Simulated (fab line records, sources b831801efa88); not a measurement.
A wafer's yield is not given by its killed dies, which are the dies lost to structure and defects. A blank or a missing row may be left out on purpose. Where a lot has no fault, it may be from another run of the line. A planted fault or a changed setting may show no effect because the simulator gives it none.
One fault through the eyes of 2 desks / flow gf180mcu / what lay behind the numbers comes last; until then each desk has only its own

## METROLOGY DESK
What the gauges read for every lot (on any tool): the sampled wafers with a number, averaged. If a lot's mean is further than 4 standard deviations from the usual mean, the lot is out of limits and carries the mark OUT (the distance appears in the brackets). It has 9 readings; the 7 that lie furthest out on some lot are the ones shown.
Columns: A = CONTACT_W_THK at GF_CONTACT_THK_MEAS_26, usual 309 nm; B = M1_ALCU_RS at GF_M1_RS_MEAS_05, usual 0.0697 ohm/sq; C = M1_ALCU_THK at GF_M1_THK_MEAS_06, usual 445 nm; D = cd-nm at GF_M1_CD_MEAS_14, usual 230.6 nm; E = M1_OVL at GF_M1_OVL_MEAS_15, usual 1 nm; F = V1_CVD_00_THK at GF_V1_THK_MEAS_01, usual 602 nm; G = V1_CVD_02_THK at GF_V1_THK_MEAS_03, usual 849 nm
lot=L650; first seen here=day 20 05:54; A=309; B=0.0705; C=441; D=229.4; E=5; F=607; G=859
lot=L652; first seen here=day 20 21:07; A=303; B=0.0684; C=456; D=231.6; E=-1; F=602; G=842
lot=L656; first seen here=day 22 00:35; A=314; B=0.0695; C=444; D=231.2; E=-2; F=610; G=845
lot=L657; first seen here=day 22 08:34; A=309; B=0.0707; C=440; D=230.5; E=5; F=614; G=846
lot=L658; first seen here=day 22 12:19; A=316; B=0.0688; C=448; D=230.6; E=-1; F=595; G=849
lot=L662; first seen here=day 23 19:44; A=307; B=0.0685; C=452; D=230.3; E=-1; F=595; G=835
Result from this desk: across the 6 lots, nothing is out of limits.

## DESK OF THE TOOL OWNER: pvd-sputter-03
The tool's own readings at GF_M1_SPUTTER_04 (material TiN, target thk 50 nm, time 41.7 s): means of the sampled wafers that have a number, for each lot that ran on this tool. If a lot's mean is further than 4 standard deviations from the usual mean, the lot is out of limits and carries the mark OUT (the distance appears in the brackets).
Columns: A = throttle-valve-pct at GF_M1_SPUTTER_04, usual 29.9 %
lot=L650; first seen here=day 20 06:31; A=29.7
lot=L652; first seen here=day 20 21:47; A=29.5
lot=L656; first seen here=day 22 01:14; A=31.8
lot=L657; first seen here=day 22 09:14; A=29.6
Result from this desk: across the 4 lots, nothing is out of limits.

## BROUGHT TOGETHER
Metrology desk: nothing out of limits seen.
The tool owner's desk saw nothing out of limits.

## WHAT WAS PUT IN BY THE SIMULATOR
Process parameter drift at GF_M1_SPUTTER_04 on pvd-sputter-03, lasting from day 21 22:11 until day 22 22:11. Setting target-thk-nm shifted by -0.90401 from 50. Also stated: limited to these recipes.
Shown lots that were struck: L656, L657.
